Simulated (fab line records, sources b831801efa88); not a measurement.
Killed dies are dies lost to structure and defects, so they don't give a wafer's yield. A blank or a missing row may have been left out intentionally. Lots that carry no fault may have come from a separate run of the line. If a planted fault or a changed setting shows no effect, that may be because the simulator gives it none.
Problem report in the 8D (eight disciplines) form, filled by code || flow gf180mcu || the parts of the form that need people (team, actions taken, sign-off) are left out

1. THE ISSUE
cathode dc power W at GF_M1_SPUTTER_04 reads a mean of 5938.9 W on 2 wafers of 2 lots; wafers without a fault read 6500.1 W with a standard deviation of 1.2. So: -99 or more standard deviations from the usual mean.
The step: material TiN, target thk 50 nm, time 41.7 s.
Earliest sighting: wafer L590.3 on pvd sputter-02 at day 21 23:25. The record holds 18 wafers of 6 lots with a number at this step. Rule for "out", or "out of limits": more than 4 standard deviations from the usual mean. Any other wafer with a number is counted as sound.

2. WHAT IT IS, WHAT IT ISN'T
{"question": "which readings at this step", "is": "cathode dc power W", "is not": "chamber pressure pa, throttle valve pct"}
{"question": "which lots", "is": "L590, L592", "is not": "L580, L585, L594, L597"}
{"question": "which wafers of those lots", "is": "L590.3, L592.1", "is not": "L590.2, L590.6, L592.3, L592.6"}
{"question": "read on which tools", "is": "pvd sputter-02", "is not": "pvd sputter-03, pvd sputter-04"}
{"question": "when", "is": "from day 21 23:25", "is not": "up to then (8 sound wafers); but 8 sound wafers of L592, L594, L597 came after"}

3. SUSPECTS, AND WHAT RULES EACH OUT
Counting: if a tool at a process step up to the reading ran every lot that is out, it stays a suspect. Sound lots after the first of them don't rule it out here, since some wafers of a struck lot are sound.
- pvd sputter-02 at GF_M1_SPUTTER_01 (material TiN, target thk 30 nm, time 25 s): kept. It ran every lot that is out, first L590 (day 21 23:20); its last sound lot up to then is L585 (day 20 07:51).
- pvd sputter-02 at GF_M1_SPUTTER_04 (material TiN, target thk 50 nm, time 41.7 s): kept. It ran every lot that is out, first L590 (day 21 23:25); its last sound lot up to then is L585 (day 20 07:56). Its own readings are out on those wafers: cathode dc power W.
After counting, pvd sputter-02 at GF_M1_SPUTTER_01 and pvd sputter-02 at GF_M1_SPUTTER_04 remain.

4. THE CAUSE (what the simulator had put in)
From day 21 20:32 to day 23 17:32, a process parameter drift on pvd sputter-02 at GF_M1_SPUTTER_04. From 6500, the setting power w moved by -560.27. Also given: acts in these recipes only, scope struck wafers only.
Counting left 2 suspects, and this tool is among them.

5. SEQUENCE OF EFFECTS, ordered by route
Rows list readings where the struck wafers' mean (over those with a number) sits beyond 3 standard deviations from the usual. Readings are gone through only where the record gives a usual standard deviation; hours: the median, over the lots, of the time from a lot's start at the first step in this table giving one to that lot's start at this step; sigmas: the change measured in usual standard deviations.
{"hours": 0, "step": "GF_M1_SPUTTER_04", "reading": "cathode dc power W", "usual": "6500.1 W", "on struck wafers": 5938.9, "change": -561.2, "sigmas": "-99 or more"}
Process steps it contains:
- GF_M1_SPUTTER_04: material TiN, target thk 50 nm, time 41.7 s.
At these later measuring or inspecting steps, every struck wafer for which the step has a row has a number for every such reading, and none has moved that far: GF_M1_RS_MEAS_05, GF_M1_THK_MEAS_06, GF_M1_CD_MEAS_14, GF_M1_OVL_MEAS_15, GF_V1_THK_MEAS_01, GF_V1_THK_MEAS_03, GF_V1_BOW_MEAS_05.

6. WHAT WOULD HAVE CAUGHT IT SOONER
3 hours passed between the start of the fault at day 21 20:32 and the first reading out of limits in this record, taken at day 21 23:25.
